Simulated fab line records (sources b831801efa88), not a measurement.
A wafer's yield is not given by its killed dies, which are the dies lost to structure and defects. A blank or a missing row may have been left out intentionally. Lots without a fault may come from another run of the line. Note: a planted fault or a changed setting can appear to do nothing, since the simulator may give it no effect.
Which of the tools did it? :: flow gf180mcu :: 18 wafers from 6 lots sampled at 2 of the route's 602 steps

## WHAT THE GAUGES SHOWED, per wafer
GF_PSD_RS_MEAS_14: a four-point-probe measurement.
lot: L774
measured: day 15 08:29
on: filmMetro-01
NSD_RS (ohm/sq): 45.66 45.76 45.76

lot: L776
measured: day 16 04:46
on: filmMetro-01
NSD_RS (ohm/sq): 45.60 45.64 45.68

lot: L781
measured: day 17 15:05
on: filmMetro-04
NSD_RS (ohm/sq): 45.83 45.77 45.75

lot: L783
measured: day 18 13:07
on: filmMetro-04
NSD_RS (ohm/sq): 45.74 45.69 45.69

lot: L789
measured: day 20 11:32
on: filmMetro-01
NSD_RS (ohm/sq): 47.41 47.35 47.41

lot: L793
measured: day 21 19:40
on: filmMetro-01
NSD_RS (ohm/sq): 45.71 45.67 45.74

## WHAT TOOL EACH LOT RAN ON (gives the tool, then ch and the chambers of the sampled wafers, and finally the start)
lot: L774
GF_PSD_RTA_13: rtpAnneal-01 ch 0, day 15 08:23

lot: L776
GF_PSD_RTA_13: rtpAnneal-01 ch 0, day 16 04:41

lot: L781
GF_PSD_RTA_13: rtpAnneal-02 ch 0, day 17 15:00

lot: L783
GF_PSD_RTA_13: rtpAnneal-02 ch 0, day 18 13:02

lot: L789
GF_PSD_RTA_13: rtpAnneal-01 ch 0, day 20 11:26

lot: L793
GF_PSD_RTA_13: rtpAnneal-02 ch 0, day 21 19:35
- GF_PSD_RTA_13: time 20 s.

## THE ANSWER, worked out from the rows above alone
Rule: what is usual is taken from the lots themselves. Put in order of their means at a reading, lots are off if they are a third of the lots or fewer, leave a main group of 4 or more, and stand apart from it by a gap of 3 or more times the standard deviation of the main group's means; of several such gaps the widest counts. A main group is skipped when, at the precision printed for the reading in the tables above, its means are all equal. Also off: a lot with no number at a reading for which 4 or more lots have one. The other lots that the step has rows for count as sound.
Off: L789, seen at GF_PSD_RS_MEAS_14 (NSD_RS). The main group: mean 45.71 ohm/sq, standard deviation 0.046.
A tool fits if, at a process step before that reading, it ran every lot that is off, and no sound lot after the first of them. Gauges at GF_PSD_RS_MEAS_14: tried the same way as those tools. One candidate fits, namely rtpAnneal-01 at GF_PSD_RTA_13. Its last sound lot is L776 (day 16 04:41), its first lot that is off L789 (day 20 11:26): a fault that began between those two fits.

## WHAT WAS PUT IN BY THE SIMULATOR
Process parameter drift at GF_PSD_RTA_13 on rtpAnneal-01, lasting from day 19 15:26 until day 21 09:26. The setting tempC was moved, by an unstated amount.
Lots struck among those shown: L789. The rule above found the same.
